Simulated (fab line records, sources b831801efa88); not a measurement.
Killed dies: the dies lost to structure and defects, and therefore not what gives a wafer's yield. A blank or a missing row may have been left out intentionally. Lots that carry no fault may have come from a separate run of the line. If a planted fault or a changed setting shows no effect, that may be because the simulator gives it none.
2 desks looking at one fault    flow sky130    only its own numbers are on each desk; what lay behind them is given at the end

THE METROLOGY DESK
What the gauges read for every lot (on any tool): the sampled wafers with a number, averaged. Marked OUT: a lot whose mean sits more than 4 standard deviations from the usual mean, which makes it out of limits; the brackets give that distance.
Columns: A = VT_ADJUST_LVTN_01_OVL at SKY_VT_ADJUST_LVTN_OVL_MEAS_18, usual -0.1 nm; B = GATE_OXIDE_OVL at SKY_GATE_OXIDE_OVL_MEAS_10, usual 1.1 nm; C = POLY_GATE_CVD_00_THK at SKY_POLY_GATE_THK_MEAS_01, usual 180.3 nm
lot   first seen here  A     B     C
L299  day 8 05:34      1.3   -0.5  180.5
L300  day 8 18:20      0.2   2.7   181.9
L304  day 9 22:49      -0.9  0.2   180.6
L307  day 10 15:46     1.1   2.2   144.0 (-28) OUT
L308  day 10 22:38     0.3   0.7   141.8 (-30) OUT
L316  day 13 06:33     -0.7  2.0   179.2
L317  day 13 12:03     -2.5  1.1   180.1
L318  day 13 18:13     0.2   1.7   180.2
L319  day 14 03:42     1.7   -0.1  180.0
L320  day 14 12:40     -0.2  2.4   182.3
This desk finds L307, L308 out of limits, with the earliest case on L307 at day 18 01:25 (POLY_GATE_CVD_00_THK at SKY_POLY_GATE_THK_MEAS_01). In limits: L299, L300, L304, L316, L317, L318, L319, L320.

AT THE TOOL OWNER'S DESK: lpcvd-01
The tool's own readings at SKY_POLY_GATE_CVD_00 (deposits poly-Si, target thk 180 nm, time 720 s): means of the sampled wafers that have a number, for each lot that ran on this tool. Marked OUT: a lot whose mean sits more than 4 standard deviations from the usual mean, which makes it out of limits; the brackets give that distance. Readings shown: 7 out of 8 (the first out of limits, and those lying furthest out on some lot).
Columns: A = spike tc bottom C at SKY_POLY_GATE_CVD_00, usual 641.4 C; B = spike tc centre C at SKY_POLY_GATE_CVD_00, usual 621.8 C; C = spike tc lower C at SKY_POLY_GATE_CVD_00, usual 621.3 C; D = spike tc top C at SKY_POLY_GATE_CVD_00, usual 638.9 C; E = spike tc upper C at SKY_POLY_GATE_CVD_00, usual 620.6 C; F = susceptor temp C at SKY_POLY_GATE_CVD_00, usual 620.00 C; G = zone power lower pct at SKY_POLY_GATE_CVD_00, usual 8.6 %
lot   first seen here  A                 B                 C                 D                 E                 F                 G
L299  day 14 16:49     643.0             621.8             621.1             641.5             621.5             620.28            9.2
L300  day 15 12:22     640.2             620.4             621.7             636.9             619.1             619.84            7.9
L304  day 17 06:28     638.6             620.8             622.8             636.3             619.8             620.09            7.9
L307  day 18 00:13     628.2 (-5.5) OUT  609.8 (-10) OUT   612.4 (-8.1) OUT  628.0 (-4.7) OUT  609.6 (-9.1) OUT  609.51 (-36) OUT  7.8
L308  day 18 10:55     629.6 (-4.9) OUT  611.1 (-8.9) OUT  611.1 (-9.2) OUT  627.3 (-5.0) OUT  608.9 (-9.7) OUT  609.68 (-36) OUT  7.7
L316  day 20 23:21     638.9             621.8             622.1             637.2             619.9             619.98            8.0
L317  day 21 00:33     643.3             622.1             619.5             641.0             620.6             620.53            9.2
L318  day 21 10:10     639.2             622.2             622.1             636.1             620.6             619.94            7.8
L319  day 21 22:46     643.5             623.4             620.5             640.8             620.8             619.96            9.3
L320  day 22 03:19     638.4             620.9             622.7             636.2             620.5             620.11            8.0
This desk finds L307, L308 out of limits, L307 being first, at day 18 00:13 (spike tc bottom C at SKY_POLY_GATE_CVD_00). In limits: L299, L300, L304, L316, L317, L318, L319, L320.

BROUGHT TOGETHER
An alarm could have come from the tool owner's desk at day 18 00:13, on L307, L308.
Metrology desk: alarm possible at day 18 01:25 on L307, L308.
The lots listed all ran SKY_POLY_GATE_CVD_00 on lpcvd-01.

WHAT WAS PUT IN BY THE SIMULATOR
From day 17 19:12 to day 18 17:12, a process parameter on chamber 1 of lpcvd-01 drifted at SKY_POLY_GATE_CVD_00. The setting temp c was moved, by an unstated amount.
Shown lots that were struck: L307, L308.
Hours from the fault's start to each desk's first reading out of limits: the tool owner's desk, 5; the metrology desk, 6.
